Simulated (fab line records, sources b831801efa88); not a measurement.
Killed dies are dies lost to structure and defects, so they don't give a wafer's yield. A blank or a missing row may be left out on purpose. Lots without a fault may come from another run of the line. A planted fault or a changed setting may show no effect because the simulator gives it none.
fab line records | flow sky130
record lots=24 wafers=72 last_day=50
route steps=708 shown FIELD_ISO@26 VT_ADJUST_LVTN@117 METAL3@535 VIA3@574 METAL4@630
lots that met no fault: from a run of the same line without faults
start_h: hours from the record's first day to the start of the lot's first wafer shown | wait_h: hours since the lot's step before | " the same as in the row above | L1.1+2: a row that stands for several wafers | - no value, or no start given | * or withheld: withheld | < > ~ a bound
route shown NAME@n: a module of which the file shows steps, and the number in the route of the first | usual: mean/standard deviation of fault-free wafers | same: alike in all rows | chamber/n: place in a boat | sites: the reading at each site | _std_site: their standard deviation | _edge_site: outer sites' mean less inner sites' | radius_mm: how far each site lies from the wafer's centre | mask NAME#n: copy n | behind: the tool/chamber that last shaped the wafer | hold: why the lot was held/for how many hours/how that ended | device: the transistor (n, p or np) that didn't switch | end of line: the same wafers' tests at the end of the route | a step without rows: its recipe alone | killed: dies lost to structure and defects at the first sort, not the wafer's yield | map: a wafer's dies, x killed, . not, _ none there
set.NAME: the setting as run; set.NAME@STEP: as run at that earlier step | model.NAME: the simulator's own value behind a step, which no gauge read
steps of the route over a sample of lots; a table a step, a row a wafer
services: from which hour (start_h, from the record's first day; less than 0 if before it) a tool's chamber was out of use, for how many hours, and why
## steps
# step SKY_FIELD_ISO_THK_MEAS_25
# recipe reads=SiO2_of_FIELD_ISO_CVD_24
# usual FIELD_ISO_CVD_24_THK=592/5.3
# columns lot.wafer tool chamber start_h wait_h FIELD_ISO_CVD_24_THK[nm]
L074.3 film_metro-04 - 33.90 0.1 593
L074.4 " - " " 595
L074.6 " - " " 592
L075.1 film_metro-02 - 37.80 0.0 589
L075.2 " - " " 603
L075.4 " - " " 591
L077.1 film_metro-02 - 45.40 0.0 593
L077.4 " - " " 593
L077.5 " - " " 596
L076.3 film_metro-04 - 45.42 0.1 593
L076.4 " - " " 591
L076.6 " - " " 588
L078.2 film_metro-01 - 52.98 0.1 596
L078.5 " - " " 594
L078.6 " - " " 595
L079.1 film_metro-02 - 59.75 0.0 595
L079.2 " - " " 583
L079.6 " - " " 587
L080.3 film_metro-04 - 65.18 0.1 592
L080.4 " - " " 595
L080.6 " - " " 584
L081.1 film_metro-01 - 69.64 0.1 583
L081.3 " - " " 588
L081.5 " - " " 587
L082.1 film_metro-02 - 74.05 0.1 601
L082.3 " - " " 596
L082.5 " - " " 591
L083.1 film_metro-02 - 79.27 0.1 596
L083.3 " - " " 594
L083.5 " - " " 600
L084.1 film_metro-02 - 85.18 0.0 586
L084.2 " - " " 590
L084.6 " - " " 587
L085.2 film_metro-02 - 89.37 0.0 579
L085.3 " - " " 591
L085.5 " - " " 586
L086.1 film_metro-04 - 94.87 0.0 595
L086.5 " - " " 584
L086.6 " - " " 588
L087.3 film_metro-01 - 97.75 0.1 584
L087.4 " - " " 585
L087.6 " - " " 586
L088.1 film_metro-02 - 104.34 0.0 591
L088.4 " - " " 585
L088.6 " - " " 587
L089.1 film_metro-04 - 111.78 0.0 595
L089.5 " - " " 594
L089.6 " - " " 595
L090.1 film_metro-04 - 114.76 0.0 603
L090.3 " - " " 600
L090.6 " - " " 594
L091.3 film_metro-04 - 120.32 0.1 591
L091.4 " - " " 596
L091.6 " - " " 586
L092.1 film_metro-01 - 127.13 0.0 590
L092.4 " - " " 593
L092.5 " - " " 592
L093.2 film_metro-02 - 129.92 0.0 593
L093.5 " - " " 587
L093.6 " - " " 583
L094.1 film_metro-04 - 138.84 0.0 600
L094.2 " - " " 587
L094.6 " - " " 588
L095.1 film_metro-02 - 147.19 0.0 596
L095.4 " - " " 589
L095.6 " - " " 594
L096.2 film_metro-01 - 147.20 0.0 588
L096.5 " - " " 591
L096.6 " - " " 596
L097.3 film_metro-01 - 158.58 0.1 590
L097.5 " - " " 591
L097.6 " - " " 599
# step SKY_VT_ADJUST_LVTN_STRIP_20
# recipe chemistry=O2/N2 power_w=1400 pressure_mtorr=1500 platen_temp_c=withheld o2_flow_sccm=3000 n2_flow_sccm=300 overash_fraction=0.5
# usual chamber_pressure_mTorr=1500.0/1.4 drypump_motor_current_A=5.7/0.39 oes_product_au=0.716/0.0046 strip_time_to_endpoint_s=14.17/0.036
# columns lot.wafer tool chamber start_h wait_h chamber_pressure_mTorr drypump_motor_current_A oes_product_au rf_hours_counter_h strip_time_to_endpoint_s
L074.3 plasma_asher-01 1 162.95 0.1 1500.3 5.9 0.712 - 14.22
L074.4 " 0 " " 1496.2 5.7 0.711 - 14.18
L074.6 " 0 " " 1501.6 5.7 0.709 - 14.20
L075.1 plasma_asher-02 0 171.47 0.1 1500.1 5.3 0.716 5 14.13
L075.2 " 1 " " 1502.7 6.1 0.718 5 14.10
L075.4 " 1 " " 1500.2 6.1 0.725 - 14.15
L077.1 plasma_asher-01 0 179.37 0.1 1500.9 5.7 0.717 47 14.18
L077.4 " 1 " " 1499.3 5.9 0.715 - 14.15
L077.5 " 0 " " 1499.9 5.7 0.717 - 14.17
L076.3 plasma_asher-02 1 179.56 0.1 1501.6 6.1 0.723 - 14.21
L076.4 " 0 " " 1500.6 5.3 0.714 - 14.18
L076.6 " 0 " " 1500.5 5.3 0.707 - 14.17
L078.2 plasma_asher-01 0 185.77 0.1 1499.5 5.7 0.725 48 14.14
L078.5 " 0 " " 1499.3 5.7 0.716 - 14.15
L078.6 " 1 " " 1501.8 5.9 0.710 - 14.11
L079.1 plasma_asher-03 0 194.27 0.1 1499.8 6.2 0.718 39 14.14
L079.2 " 1 " " 1499.7 5.2 0.708 39 14.16
L079.6 " 0 " " 1501.1 6.2 0.717 - 14.19
L080.3 plasma_asher-02 1 204.65 0.1 1500.6 6.1 0.716 - 14.14
L080.4 " 0 " " 1500.5 5.3 0.714 - 14.13
L080.6 " 0 " " 1497.5 5.3 0.712 - 14.14
L081.1 plasma_asher-01 0 207.62 0.1 1498.0 5.7 0.719 50 14.17
L081.3 " 0 " " 1499.2 5.7 0.721 - 14.18
L081.5 " 0 " " 1501.0 5.7 0.711 - 14.20
L082.1 plasma_asher-03 0 213.82 0.1 1501.0 6.2 0.712 41 14.13
L082.3 " 1 " " 1498.3 5.2 0.721 - 14.13
L082.5 " 0 " " 1500.2 6.2 0.722 - 14.14
L083.1 plasma_asher-01 1 221.72 0.1 1501.4 5.9 0.710 51 14.20
L083.3 " 0 " " 1499.4 5.7 0.706 - 14.19
L083.5 " 1 " " 1500.8 5.9 0.711 - 14.19
L084.1 plasma_asher-03 0 228.52 0.1 1497.4 6.2 0.721 42 14.13
L084.2 " 1 " " 1500.0 5.1 0.720 42 14.12
L084.6 " 0 " " 1500.3 6.2 0.710 - 14.12
L085.2 plasma_asher-03 0 232.92 0.1 1501.6 6.2 0.707 43 14.13
L085.3 " 1 " " 1501.3 5.2 0.710 - 14.16
L085.5 " 1 " " 1499.3 5.2 0.718 - 14.10
L086.1 plasma_asher-02 0 239.72 0.1 1499.8 5.3 0.718 12 14.16
L086.5 " 1 " " 1501.1 6.1 0.713 - 14.14
L086.6 " 0 " " 1499.0 5.3 0.715 - 14.17
L087.3 plasma_asher-02 0 246.61 0.1 1500.7 5.2 0.722 - 14.22
L087.4 " 1 " " 1499.2 6.1 0.716 - 14.22
L087.6 " 0 " " 1501.7 5.3 0.707 - 14.21
L088.1 plasma_asher-02 1 250.32 0.1 1501.6 6.1 0.721 13 14.14
L088.4 " 1 " " 1498.7 6.1 0.720 - 14.15
L088.6 " 0 " " 1500.3 5.3 0.724 - 14.12
L089.1 plasma_asher-02 0 260.12 0.1 1501.9 5.2 0.714 14 14.21
L089.5 " 1 " " 1501.8 6.1 0.718 - 14.17
L089.6 " 0 " " 1500.9 5.2 0.717 - 14.16
L090.1 plasma_asher-03 0 264.72 0.1 1500.0 6.2 0.720 46 14.24
L090.3 " 0 " " 1499.5 6.2 0.716 - 14.17
L090.6 " 1 " " 1500.8 5.2 0.723 - 14.23
L091.3 plasma_asher-02 0 271.55 0.1 1499.6 5.3 0.711 - 14.21
L091.4 " 1 " " 1499.0 6.1 0.714 - 14.20
L091.6 " 0 " " 1499.1 5.3 0.718 - 14.21
L092.1 plasma_asher-03 0 280.87 0.1 1500.3 6.2 0.712 48 14.18
L092.4 " 1 " " 1502.7 5.2 0.721 - 14.18
L092.5 " 0 " " 1498.6 6.2 0.719 - 14.19
L093.2 plasma_asher-01 0 287.07 0.1 1500.8 5.7 0.717 58 14.19
L093.5 " 0 " " 1500.0 5.7 0.711 - 14.18
L093.6 " 1 " " 1502.7 5.9 0.719 - 14.18
L094.1 plasma_asher-01 1 305.17 0.1 1501.2 5.9 0.712 59 14.22
L094.2 " 0 " " 1501.7 5.7 0.721 59 14.20
L094.6 " 0 " " 1500.2 5.7 0.712 - 14.17
L095.1 plasma_asher-02 1 322.82 0.1 1500.9 6.1 0.713 20 14.24
L095.4 " 0 " " 1499.3 5.3 0.709 - 14.23
L095.6 " 0 " " 1499.7 5.3 0.715 - 14.15
L096.2 plasma_asher-02 0 323.97 0.1 1499.9 5.3 0.717 20 14.18
L096.5 " 1 " " 1500.1 6.1 0.719 - 14.27
L096.6 " 0 " " 1499.2 5.3 0.725 - 14.21
L097.3 plasma_asher-02 0 325.61 0.1 1498.9 5.3 0.724 - 14.21
L097.5 " 0 " " 1500.4 5.3 0.726 - 14.19
L097.6 " 1 " " 1498.9 6.1 0.718 - 14.20
# step SKY_METAL3_SPUTTER_03
# recipe material=Ti target_thk_nm=5 power_w=3000 time_s=3.3 chamber_pressure_pa=0.4
# usual throttle_valve_pct=30.0/1.1
# columns lot.wafer tool chamber start_h wait_h throttle_valve_pct
L074.3 pvd_sputter-02 - 852.79 0.0 28.8
L074.4 " - " " 29.4
L074.6 " - " " 29.1
L076.3 pvd_sputter-02 - 865.34 0.0 31.5
L076.4 " - " " 28.9
L076.6 " - " " 29.4
L077.1 pvd_sputter-02 - 865.61 0.0 28.8
L077.4 " - " " 31.7
L077.5 " - " " 29.4
L075.1 pvd_sputter-04 - 869.80 0.0 30.9
L075.2 " - " " 29.3
L075.4 " - " " 31.1
L078.2 pvd_sputter-02 - 870.49 0.0 29.2
L078.5 " - " " 31.5
L078.6 " - " " 28.8
L079.1 pvd_sputter-02 - 888.45 0.0 31.6
L079.2 " - " " 29.1
L079.6 " - " " 28.7
L080.3 pvd_sputter-02 - 896.54 0.0 31.6
L080.4 " - " " 28.8
L080.6 " - " " 28.8
L081.1 pvd_sputter-02 - 898.83 0.0 28.8
L081.3 " - " " 31.7
L081.5 " - " " 31.5
L082.1 pvd_sputter-03 - 903.85 0.0 29.6
L082.3 " - " " 28.4
L082.5 " - " " 31.0
L083.1 pvd_sputter-03 - 907.76 0.0 28.9
L083.3 " - " " 29.2
L083.5 " - " " 30.6
L084.1 pvd_sputter-02 - 914.15 0.0 31.9
L084.2 " - " " 28.9
L084.6 " - " " 28.6
L085.2 pvd_sputter-04 - 920.80 0.0 29.5
L085.3 " - " " 31.2
L085.5 " - " " 30.6
L086.1 pvd_sputter-04 - 930.22 0.0 30.7
L086.5 " - " " 29.4
L086.6 " - " " 31.1
L087.3 pvd_sputter-04 - 932.86 0.0 31.0
L087.4 " - " " 30.7
L087.6 " - " " 30.6
L088.1 pvd_sputter-02 - 937.46 0.0 28.8
L088.4 " - " " 29.2
L088.6 " - " " 29.0
L089.1 pvd_sputter-04 - 952.75 0.0 29.7
L089.5 " - " " 30.8
L089.6 " - " " 30.8
L090.1 pvd_sputter-02 - 955.05 0.0 28.8
L090.3 " - " " 31.9
L090.6 " - " " 31.6
L091.3 pvd_sputter-04 - 965.13 0.0 30.5
L091.4 " - " " 29.4
L091.6 " - " " 31.1
L092.1 pvd_sputter-04 - 971.75 0.0 29.5
L092.4 " - " " 31.0
L092.5 " - " " 29.4
L093.2 pvd_sputter-02 - 976.74 0.0 29.1
L093.5 " - " " 28.9
L093.6 " - " " 31.6
L094.1 pvd_sputter-02 - 992.54 0.0 28.4
L094.2 " - " " 28.9
L094.6 " - " " 29.0
L095.1 pvd_sputter-02 - 1008.57 0.0 31.7
L095.4 " - " " 28.9
L095.6 " - " " 31.7
L097.3 pvd_sputter-03 - 1009.24 0.0 31.1
L097.5 " - " " 31.2
L097.6 " - " " 30.9
L096.2 pvd_sputter-03 - 1010.10 0.0 29.4
L096.5 " - " " 29.5
L096.6 " - " " 28.6
# step SKY_VIA3_THK_MEAS_01
# recipe reads=SiO2_of_VIA3_HDPCVD_00
# usual VIA3_HDPCVD_THK=1638/17
# columns lot.wafer tool chamber start_h wait_h VIA3_HDPCVD_THK[nm]
L074.3 film_metro-03 - 906.11 0.1 1610
L074.4 " - " " 1642
L074.6 " - " " 1622
L076.3 film_metro-03 - 916.25 0.1 1653
L076.4 " - " " 1643
L076.6 " - " " 1623
L077.1 film_metro-01 - 918.42 0.1 1625
L077.4 " - " " 1624
L077.5 " - " " 1627
L075.1 film_metro-01 - 921.56 0.1 1650
L075.2 " - " " 1641
L075.4 " - " " 1659
L078.2 film_metro-01 - 922.43 0.1 1642
L078.5 " - " " 1651
L078.6 " - " " 1645
L079.1 film_metro-03 - 939.57 0.1 1629
L079.2 " - " " 1644
L079.6 " - " " 1643
L080.3 film_metro-03 - 947.14 0.1 1635
L080.4 " - " " 1647
L080.6 " - " " 1641
L081.1 film_metro-01 - 949.53 0.1 1648
L081.3 " - " " 1647
L081.5 " - " " 1653
L082.1 film_metro-03 - 954.44 0.1 1640
L082.3 " - " " 1660
L082.5 " - " " 1653
L083.1 film_metro-03 - 957.48 0.1 1639
L083.3 " - " " 1638
L083.5 " - " " 1635
L084.1 film_metro-01 - 965.10 0.1 1631
L084.2 " - " " 1635
L084.6 " - " " 1652
L085.2 film_metro-01 - 971.75 0.1 1656
L085.3 " - " " 1655
L085.5 " - " " 1648
L086.1 film_metro-01 - 980.32 0.1 1615
L086.5 " - " " 1629
L086.6 " - " " 1632
L087.3 film_metro-03 - 982.36 0.1 1641
L087.4 " - " " 1665
L087.6 " - " " 1662
L088.1 film_metro-04 - 986.87 0.1 1625
L088.4 " - " " 1643
L088.6 " - " " 1642
L089.1 film_metro-01 - 1002.73 0.1 1631
L089.5 " - " " 1610
L089.6 " - " " 1609
L090.1 film_metro-01 - 1005.35 0.1 1629
L090.3 " - " " 1616
L090.6 " - " " 1633
L091.3 film_metro-03 - 1013.53 0.1 1615
L091.4 " - " " 1611
L091.6 " - " " 1632
L092.1 film_metro-01 - 1019.70 0.1 1589
L092.4 " - " " 1601
L092.5 " - " " 1609
L093.2 film_metro-01 - 1024.97 0.1 1660
L093.5 " - " " 1684
L093.6 " - " " 1631
L094.1 film_metro-01 - 1039.87 0.1 1640
L094.2 " - " " 1638
L094.6 " - " " 1621
L095.1 film_metro-03 - 1055.63 0.1 1625
L095.4 " - " " 1624
L095.6 " - " " 1630
L097.3 film_metro-03 - 1055.94 0.1 1653
L097.5 " - " " 1680
L097.6 " - " " 1629
L096.2 film_metro-03 - 1056.28 0.1 1639
L096.5 " - " " 1616
L096.6 " - " " 1643
# step SKY_VIA3_STRIP_16
# recipe chemistry=O2/N2 power_w=1400 pressure_mtorr=1500 platen_temp_c=withheld o2_flow_sccm=3000 n2_flow_sccm=300 overash_fraction=0.5
# usual chamber_pressure_mTorr=1500.1/1.3 drypump_motor_current_A=5.72/0.25 oes_product_au=0.401/0.0041 strip_time_to_endpoint_s=4.127/0.021
# columns lot.wafer tool chamber start_h wait_h chamber_pressure_mTorr drypump_motor_current_A oes_product_au rf_hours_counter_h strip_time_to_endpoint_s
L074.3 plasma_asher-02 1 931.17 0.1 1500.0 6.08 0.405 - 4.146
L074.4 " 0 " " 1499.2 5.25 0.395 - 4.135
L074.6 " 0 " " 1499.6 5.26 0.404 - 4.150
L076.3 plasma_asher-01 1 941.83 0.1 1499.5 5.89 0.404 - 4.138
L076.4 " 0 " " 1498.6 5.71 0.401 - 4.145
L076.6 " 1 " " 1501.8 5.89 0.392 - 4.117
L077.1 plasma_asher-04 0 943.93 0.0 1497.7 5.70 0.406 51 4.165
L077.4 " 0 " " 1501.6 5.69 0.398 - 4.131
L077.5 " 1 " " 1500.0 5.70 0.404 - 4.160
L075.1 plasma_asher-04 0 946.80 0.0 1500.8 5.70 0.406 51 4.151
L075.2 " 1 " " 1498.2 5.71 0.408 51 4.144
L075.4 " 0 " " 1500.1 5.70 0.400 - 4.139
L078.2 plasma_asher-04 0 947.58 0.0 1500.5 5.71 0.405 51 4.158
L078.5 " 1 " " 1502.6 5.72 0.402 - 4.138
L078.6 " 0 " " 1502.7 5.73 0.410 - 4.134
L079.1 plasma_asher-02 0 964.44 0.0 1500.4 5.24 0.402 81 4.155
L079.2 " 1 " " 1500.8 6.07 0.399 81 4.156
L079.6 " 1 " " 1500.2 6.09 0.404 - 4.149
L080.3 plasma_asher-02 1 971.73 0.1 1500.1 6.08 0.404 - 4.121
L080.4 " 0 " " 1500.6 5.26 0.399 - 4.126
L080.6 " 1 " " 1499.2 6.05 0.397 - 4.131
L081.1 plasma_asher-04 0 974.14 0.0 1498.3 5.68 0.398 54 4.172
L081.3 " 1 " " 1499.5 5.73 0.400 - 4.109
L081.5 " 0 " " 1501.3 5.68 0.408 - 4.110
L082.1 plasma_asher-02 0 978.63 0.0 1500.1 5.25 0.404 82 4.115
L082.3 " 0 " " 1503.0 5.25 0.404 - 4.115
L082.5 " 0 " " 1499.2 5.27 0.406 - 4.100
L083.1 plasma_asher-02 0 982.08 0.0 1501.6 5.28 0.404 83 4.133
L083.3 " 0 " " 1498.1 5.28 0.404 - 4.097
L083.5 " 0 " " 1501.2 5.30 0.401 - 4.114
L084.1 plasma_asher-04 1 989.39 0.0 1498.9 5.72 0.400 55 4.119
L084.2 " 0 " " 1500.2 5.71 0.402 55 4.103
L084.6 " 0 " " 1501.0 5.67 0.406 - 4.114
L085.2 plasma_asher-01 1 995.88 0.0 1498.4 5.92 0.395 26 4.080
L085.3 " 0 " " 1499.9 5.69 0.403 - 4.098
L085.5 " 1 " " 1499.6 5.91 0.403 - 4.127
L086.1 plasma_asher-04 0 1004.50 0.0 1500.4 5.69 0.398 57 4.097
L086.5 " 1 " " 1499.3 5.74 0.401 - 4.126
L086.6 " 0 " " 1499.6 5.72 0.405 - 4.139
L087.3 plasma_asher-04 1 1005.78 0.1 1502.0 5.71 0.396 - 4.094
L087.4 " 0 " " 1499.0 5.67 0.405 - 4.123
L087.6 " 1 " " 1498.3 5.73 0.405 - 4.087
L088.1 plasma_asher-01 1 1010.10 0.0 1498.5 5.91 0.403 27 4.123
L088.4 " 0 " " 1500.5 5.73 0.400 - 4.112
L088.6 " 0 " " 1500.0 5.72 0.408 - 4.119
L089.1 plasma_asher-02 0 1025.99 0.0 1502.4 5.27 0.402 87 4.149
L089.5 " 0 " " 1501.0 5.28 0.398 - 4.142
L089.6 " 1 " " 1499.7 6.09 0.401 - 4.117
L090.1 plasma_asher-02 1 1029.08 0.0 1499.6 6.09 0.404 87 4.136
L090.3 " 1 " " 1498.5 6.08 0.405 - 4.137
L090.6 " 0 " " 1496.3 5.27 0.395 - 4.114
L091.3 plasma_asher-04 1 1037.77 0.1 1500.5 5.77 0.404 - 4.096
L091.4 " 0 " " 1500.8 5.73 0.399 - 4.110
L091.6 " 0 " " 1501.9 5.72 0.398 - 4.126
L092.1 plasma_asher-04 1 1042.50 0.0 1501.3 5.73 0.403 60 4.127
L092.4 " 0 " " 1499.0 5.71 0.403 - 4.105
L092.5 " 0 " " 1498.8 5.69 0.406 - 4.121
L093.2 plasma_asher-04 0 1047.28 0.0 1498.8 5.73 0.403 61 4.150
L093.5 " 0 " " 1500.0 5.72 0.403 - 4.104
L093.6 " 1 " " 1499.3 5.70 0.405 - 4.114
L094.1 plasma_asher-04 0 1062.04 0.0 1501.1 5.70 0.405 62 4.135
L094.2 " 1 " " 1498.9 5.68 0.405 62 4.143
L094.6 " 0 " " 1498.9 5.67 0.399 - 4.120
L095.1 plasma_asher-01 0 1078.40 0.0 1497.2 5.71 0.397 34 4.155
L095.4 " 0 " " 1499.5 5.70 0.402 - 4.146
L095.6 " 1 " " 1499.9 5.93 0.397 - 4.148
L097.3 plasma_asher-02 0 1078.92 0.1 1500.1 5.25 0.400 - 4.123
L097.5 " 1 " " 1498.2 6.08 0.395 - 4.111
L097.6 " 0 " " 1498.3 5.27 0.395 - 4.142
L096.2 plasma_asher-01 0 1079.13 0.0 1500.0 5.73 0.397 34 4.139
L096.5 " 0 " " 1500.4 5.69 0.406 - 4.163
L096.6 " 1 " " 1500.6 5.93 0.403 - 4.146
# step SKY_METAL4_OVL_MEAS_14
# usual METAL4_OVL=2/4.8
# columns lot.wafer tool chamber start_h wait_h METAL4_OVL[nm]
L074.3 overlay-02 - 980.46 0.1 11
L074.4 " - " " 13
L074.6 " - " " 12
L076.3 overlay-02 - 991.41 0.1 6
L076.4 " - " " 6
L076.6 " - " " 6
L077.1 overlay-01 - 993.15 0.1 -7
L077.4 " - " " -9
L077.5 " - " " -4
L075.1 overlay-01 - 995.56 0.1 8
L075.2 " - " " 0
L075.4 " - " " 6
L078.2 overlay-02 - 996.81 0.1 0
L078.5 " - " " -2
L078.6 " - " " -1
L079.1 overlay-01 - 1012.66 0.1 1
L079.2 " - " " 1
L079.6 " - " " 2
L080.3 overlay-02 - 1020.11 0.1 -1
L080.4 " - " " -5
L080.6 " - " " 8
L081.1 overlay-01 - 1021.45 0.1 1
L081.3 " - " " 2
L081.5 " - " " 3
L082.1 overlay-02 - 1026.86 0.1 -4
L082.3 " - " " 2
L082.5 " - " " 6
L083.1 overlay-01 - 1029.86 0.1 -1
L083.3 " - " " 0
L083.5 " - " " -4
L084.1 overlay-02 - 1036.26 0.1 -1
L084.2 " - " " -2
L084.6 " - " " 1
L085.2 overlay-01 - 1043.45 0.1 5
L085.3 " - " " 1
L085.5 " - " " -1
L086.1 overlay-02 - 1051.90 0.1 11
L086.5 " - " " 8
L086.6 " - " " 2
L087.3 overlay-01 - 1053.51 0.1 9
L087.4 " - " " 4
L087.6 " - " " 7
L088.1 overlay-02 - 1056.76 0.1 3
L088.4 " - " " 4
L088.6 " - " " 2
L089.1 overlay-01 - 1072.25 0.1 -1
L089.5 " - " " -2
L089.6 " - " " 1
L090.1 overlay-01 - 1075.45 0.1 -5
L090.3 " - " " -9
L090.6 " - " " -8
L091.3 overlay-01 - 1083.76 0.1 -1
L091.4 " - " " 1
L091.6 " - " " 0
L092.1 overlay-02 - 1087.06 0.1 11
L092.4 " - " " 2
L092.5 " - " " 13
L093.2 overlay-01 - 1091.81 0.1 -2
L093.5 " - " " -5
L093.6 " - " " -4
L094.1 overlay-02 - 1106.30 0.1 4
L094.2 " - " " 2
L094.6 " - " " -6
L095.1 overlay-01 - 1120.60 0.1 7
L095.4 " - " " 8
L095.6 " - " " 1
L097.3 overlay-01 - 1121.22 0.1 6
L097.5 " - " " 6
L097.6 " - " " 5
L096.2 overlay-01 - 1121.56 0.1 -6
L096.5 " - " " 0
L096.6 " - " " -4
## services
# columns tool chamber start_h hours kind
pvd_sputter-04 - 190.98 6.5 repair
plasma_asher-01 - 255.15 1.7 repair
plasma_asher-02 - 279.06 2.4 repair
plasma_asher-01 - 343.33 2.8 pm
pvd_sputter-04 - 390.82 6.0 repair
plasma_asher-02 - 405.88 2.8 pm
plasma_asher-04 - 421.25 9.0 pm
pvd_sputter-02 - 429.31 7.0 repair
plasma_asher-04 - 540.27 14.6 pm
plasma_asher-04 - 563.47 2.8 pm
plasma_asher-01 - 567.95 15.6 pm
plasma_asher-04 - 604.34 2.2 repair
plasma_asher-01 - 639.65 21.7 repair
plasma_asher-02 - 685.19 8.8 repair
pvd_sputter-02 - 710.60 5.0 repair
plasma_asher-02 - 712.78 1.4 repair
plasma_asher-02 - 726.41 29.4 pm
plasma_asher-01 - 733.75 9.0 pm
plasma_asher-04 - 740.30 0.8 repair
plasma_asher-04 - 860.75 1.0 repair
pvd_sputter-02 - 911.20 1.0 repair
plasma_asher-02 - 939.47 6.1 repair
plasma_asher-04 - 983.76 3.4 repair
plasma_asher-02 - 1035.54 2.2 repair
## key
fault none
